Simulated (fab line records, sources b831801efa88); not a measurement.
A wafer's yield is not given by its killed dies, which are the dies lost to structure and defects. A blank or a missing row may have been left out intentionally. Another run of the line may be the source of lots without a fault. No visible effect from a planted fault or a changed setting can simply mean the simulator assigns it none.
A struck lot beside a sound one -- flow sfq line -- 15 steps out of a route of 325
Sound: wafers L622.3, L622.4, L622.5. Struck: wafers L628.2, L628.5. (L628.1 of the same lot was not struck and is left out.) The cause comes at the end.
Order at every step that has rows: each side's tool, ch and its chambers, its first start. Under that, the readings that differ: sound wafers -- struck wafers -- difference of the means -- sigmas: that difference in standard deviations of wafers without a fault.
alike: a reading whose means differ by less than 2 such deviations, as well as words and numbers matching on both sides. not compared: withheld readings; readings where some wafer has no value; bounds like >300 that might hide an equal value; numbers whose values overlap and for which the record gives no deviation.
Wherever a step has rows on one side only, a row that says differs or no value, or a row with sigmas, the two part there. Numbers that don't overlap but have no deviation are shown without sigmas and don't part them. A reading that every wafer of one side lacks parts them only if that side has two wafers or more.

SFQ_TRILAYER_JJ_CE_BARC_OPEN_RIE_150: chemistry O2, target BARC, target depth 240 nm, time 80 s.
  sound on rie metal-01 ch 0, day 47 12:04; struck on rie metal-03 ch 0,1, day 48 21:36
  alike: chamber pressure mTorr, drypump motor current A, he backside leak sccm, oes product au
  not compared: rf hours counter h
SFQ_TRILAYER_JJ_CE_ETCH_RIE_118: chemistry SF6, target Nb, stops on Al2O3, time 97.7 s, target depth 170 nm.
  sound on rie metal-01 ch 0, day 47 12:16; struck on rie metal-03 ch 0,1, day 48 21:41
  alike: chamber pressure mTorr, drypump motor current A, he backside leak sccm, oes product au
  not compared: rf hours counter h
after that, 1 step had no rows for these wafers: SFQ_TRILAYER_JJ_ANODIZE_ANODIZE_119.
SFQ_TRILAYER_JJ_CE_STRIP_STRIP_120: strips in O2.
  sound on rie metal-03 ch 0,1, day 47 13:06; struck on rie metal-01 ch 1, day 48 22:48
  alike: chamber pressure mTorr, drypump motor current A, he backside leak sccm, oes product au
  not compared: rf hours counter h
then, 7 steps without rows for these wafers: SFQ_TRILAYER_JJ_CE_STRIP_SOLV_CLEAN_121 (cleans in NMP, time 600 s); SFQ_TRILAYER_M5_LITHO_COAT_128 (resist thk 62 nm); SFQ_TRILAYER_M5_LITHO_COAT_123 (resist thk 600 nm); SFQ_TRILAYER_M5_LITHO_SOFTBAKE_127; SFQ_TRILAYER_M5_LITHO_EXPOSE_124 (exposes mask M5, target cd 700 nm); SFQ_TRILAYER_M5_LITHO_PEB_126 (peb time 60 s); SFQ_TRILAYER_M5_LITHO_DEVELOP_125 (time 60 s).
-- the record jumps here: 2 days lie between the struck wafers' starts before and after --
SFQ_M5_OVL_MEAS_932:
  sound on overlay-01 at day 49 12:16; struck on overlay-02 at day 51 01:15
  alike: M5_OVL
SFQ_TRILAYER_M5_BARC_OPEN_METAL_ETCH_161: etches BARC in O2, target depth 125 nm, time 41.7 s.
  sound on rie metal-01 ch 0,1, day 49 12:19; struck on rie metal-01 ch 0,1, day 51 01:17
reading,sound,struck,difference,sigmas
model.KrF_of_TRILAYER_M5_LITHO_COAT_123.thk nm (nm),528.1 524.3 526.9,543.2 541.6,+16.0,
  alike: chamber pressure mTorr, drypump motor current A, he backside leak sccm, oes product au
  not compared: rf hours counter h
SFQ_TRILAYER_M5_ETCH_METAL_ETCH_126: etches Nb in Cl2/BCl3, stops on SiO2, time 203.2 s, target depth 265 nm.
  sound on rie metal-01 ch 0,1, day 49 12:25; struck on rie metal-01 ch 0,1, day 51 01:21
reading,sound,struck,difference,sigmas
model.KrF_of_TRILAYER_M5_LITHO_COAT_123.thk nm (nm),377.5 370.1 373.3,393.8 386.8,+16.7,
  alike: chamber pressure mTorr, drypump motor current A, he backside leak sccm, oes product au
  not compared: rf hours counter h
SFQ_TRILAYER_M5_STRIP_STRIP_127: strips in O2.
  sound on rie metal-01 ch 0,1, day 49 12:44; struck on rie metal-01 ch 0,1, day 51 01:32
  alike: chamber pressure mTorr, drypump motor current A, he backside leak sccm, oes product au
  not compared: rf hours counter h

WHERE THEY PART
Nowhere in this record.

WHY: whatever the simulator had introduced
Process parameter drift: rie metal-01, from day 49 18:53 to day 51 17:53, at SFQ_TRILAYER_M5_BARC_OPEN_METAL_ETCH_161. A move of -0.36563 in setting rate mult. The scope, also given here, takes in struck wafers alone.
